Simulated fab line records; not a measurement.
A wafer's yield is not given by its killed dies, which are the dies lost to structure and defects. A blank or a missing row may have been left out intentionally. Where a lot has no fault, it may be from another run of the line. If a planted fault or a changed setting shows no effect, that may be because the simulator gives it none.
Chamber matching | flow gf180mcu | GF_PASSIVATION_CVD_00 on pecvd-01: 3 sister chambers
The step deposits SiO2 from TEOS, target thk 1000 nm, time 111.95 s. 14 wafers are shown with their chamber, then 7 later ones without.

== WAFERS WITH THEIR CHAMBER ==
wafer  | chamber | heater-power-w (W) | heater-power-outer-w (W)
L928.2 | 0       | 628                | 387
L928.5 | 0       | 471                | 296
L928.6 | 2       | 822                | 494
L929.1 | 2       | 720                | 394
L929.2 | 0       | 534                | 328
L929.3 | 1       | 554                | 276
L930.2 | 2       | 831                | 493
L930.4 | 1       | 436                | 199
L930.5 | 2       | 680                | 365
L938.3 | 2       | 818                | 466
L938.4 | 0       | 475                | 296
L938.6 | 1       | 505                | 232
L940.1 | 1       | 516                | 255
L940.4 | 0       | 475                | 301

SIGNATURES (means of the wafers above)
reading              | chamber 0 | chamber 1 | chamber 2 | scatter within a chamber
heater-power-w       | 516.60    | 502.75    | 774.20    | 63.8
heater-power-outer-w | 321.60    | 240.50    | 442.40    | 46.2
Rule: a wafer's distance from a chamber is the root of the sum, over the readings, of the square of ((its reading less the chamber's mean) divided by the reading's scatter). The wafer belongs to the nearest chamber; if the next one is less than 2 further off, it can't be placed. The scatter: take each reading less its chamber's mean, square it, sum over the shown wafers, divide by the number of wafers less the number of chambers, and take the root.

== WAFERS MISSING THEIR CHAMBER ==
wafer  | heater-power-w (W) | heater-power-outer-w (W)
L940.5 | 551                | 279
L941.1 | 583                | 369
L941.4 | 612                | 405
L941.6 | 786                | 468
L945.4 | 469                | 298
L945.5 | 811                | 444
L945.6 | 419                | 198

== WHICH CHAMBER EACH WENT THROUGH ==
wafer  | from the rows above          | in truth
L940.5 | can't be placed: 0 or 1      | 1
L941.1 | can't be placed: 0 or 1 or 2 | 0
L941.4 | can't be placed: 0 or 2 or 1 | 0
L941.6 | 2                            | 2
L945.4 | can't be placed: 0 or 1      | 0
L945.5 | 2                            | 2
L945.6 | can't be placed: 1 or 0      | 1
Correct placement for 2 of the 7. From these rows, 5 cannot be placed; in 5 the true chamber is one of the candidates. 0 placed wrongly.
